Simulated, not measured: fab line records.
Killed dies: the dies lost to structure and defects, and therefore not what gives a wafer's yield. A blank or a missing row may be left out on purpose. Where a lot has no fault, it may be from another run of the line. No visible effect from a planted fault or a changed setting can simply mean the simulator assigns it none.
A struck lot beside a sound one ; flow sky130 ; 21 steps out of a route of 708
Sound: these wafers, L454.1, L454.3, L454.4. Struck: wafers L453.1, L453.2, L453.3. The cause is named last.
Per side, at each step with rows, come the tool, then ch with its chambers, and then its first start. Under that, the readings that differ: sound wafers ; struck wafers ; difference of the means ; sigmas: that difference in standard deviations of wafers without a fault.
alike: readings whose means differ by less than 2 such deviations, and words and numbers that are the same on both sides. not compared: withheld readings, readings that some wafer has no value for, bounds like >300 that may hide the same value, and numbers for which the record gives no deviation and whose values overlap.
The two part at a step that has a row with sigmas, a row that says differs or no value, or rows on one side only. When numbers do not overlap yet have no deviation, they are printed without sigmas and do not part them. A reading that every wafer of one side lacks parts them only if that side has two wafers or more.

first, 1 step without rows for these wafers: SKY_GATE_OXIDE_DEVELOP_09 (develop time 60 s).
SKY_GATE_OXIDE_OVL_MEAS_10:
  struck on overlay-02, day 15 16:26; sound on overlay-02, day 16 02:26
  alike: GATE_OXIDE_OVL
then, 2 steps without rows for these wafers: SKY_GATE_OXIDE_IMPLANT_11; SKY_GATE_OXIDE_WET_ETCH_12 (etches SiO2 in dHF, target depth 16.8 nm, time 336 s).
SKY_GATE_OXIDE_STRIP_13: strips in O2/N2.
  sound on plasma asher-03 ch 0,1, day 16 02:43; struck on plasma asher-03 ch 0,1, day 15 16:44
  alike: chamber pressure mTorr, drypump motor current A, o2 flow sccm, oes product au, strip time to endpoint s
  not compared: rf hours counter h
SKY_GATE_OXIDE_TW_MEAS_14:
  struck on film metro-04, day 15 16:50; sound on film metro-02, day 16 02:49
  alike: GATE_OXIDE_TW
then, 3 steps without rows for these wafers: SKY_GATE_OXIDE_CLEAN_15 (cleans in SC1/SC2, time 150 s); SKY_GATE_OXIDE_OXIDATION_16 (stabilise 600 s, purge 300 s, target thk 3.57 nm); SKY_POLY_GATE_CVD_00 (deposits poly-Si, target thk 180 nm, time 720 s).
SKY_POLY_GATE_THK_MEAS_01:
  struck on film metro-01, day 15 19:56; sound on film metro-01, day 16 07:44
  alike: POLY_GATE_CVD_00_THK
then, 2 steps without rows for these wafers: SKY_RES_PROTECT_DEHYDRATE_00 (time 60 s); SKY_RES_PROTECT_HMDS_01 (prime time 60 s).
SKY_RES_PROTECT_COAT_02: resist thk 1140 nm.
  sound on litho track-03 ch 0, day 16 21:48; struck on litho track-02 ch 0, day 16 09:57
reading;sound;struck;difference;sigmas
model.NOVOLAK_of_RES_PROTECT_COAT_02.thk nm (nm);1143 1140 1141;686.5 684.9 685.6;-455.7;
  alike: chill plate temp C
then, 3 steps without rows for these wafers: SKY_RES_PROTECT_SOFTBAKE_03 (time 60 s); SKY_RES_PROTECT_EXPOSE_04 (exposes mask RPM, target cd 1270 nm); SKY_RES_PROTECT_PEB_05.
SKY_RES_PROTECT_DEVELOP_06: develop time 60 s.
  sound on litho track-02 ch 0, day 17 11:42; struck on litho track-02 ch 0, day 16 23:45
reading;sound;struck;difference;sigmas
model.NOVOLAK_of_RES_PROTECT_COAT_02.thk nm (nm);1142 1139 1141;686.1 684.5 685.2;-455.4;
  alike: chill plate temp C, developer temp C
then, 1 step without rows for these wafers: SKY_POLY_GATE_IMPLANT_02.
SKY_RES_PROTECT_STRIP_07: strips in O2/N2.
  sound on plasma asher-04 ch 0,1, day 17 12:00; struck on plasma asher-02 ch 0,1, day 17 00:03
reading;sound;struck;difference;sigmas
drypump motor current A (A);5.10 5.10 5.36;5.99 5.31 6.02;+0.59;+2
oes product au (a.u.);0.514 0.512 0.514;0.451 0.462 0.454;-0.058;-12
strip time to endpoint s (s);23.28 23.25 23.27;18.16 18.15 18.15;-5.11;-99 or more
  alike: chamber pressure mTorr, o2 flow sccm
  not compared: rf hours counter h
SKY_RES_PROTECT_TW_MEAS_08:
  struck on film metro-03, day 17 00:09; sound on film metro-02, day 17 12:06
reading;sound;struck;difference;sigmas
POLY_GATE_TW;4085 4091 4082;4007 4012 3982;-86;-3
then, 1 step without rows for these wafers: SKY_PAD_OPEN_PROBE_99.

## WHERE THEY PART
Last at SKY_RES_PROTECT_TW_MEAS_08 as far as this record goes, first at SKY_RES_PROTECT_STRIP_07.

WHY: the cause the simulator had injected
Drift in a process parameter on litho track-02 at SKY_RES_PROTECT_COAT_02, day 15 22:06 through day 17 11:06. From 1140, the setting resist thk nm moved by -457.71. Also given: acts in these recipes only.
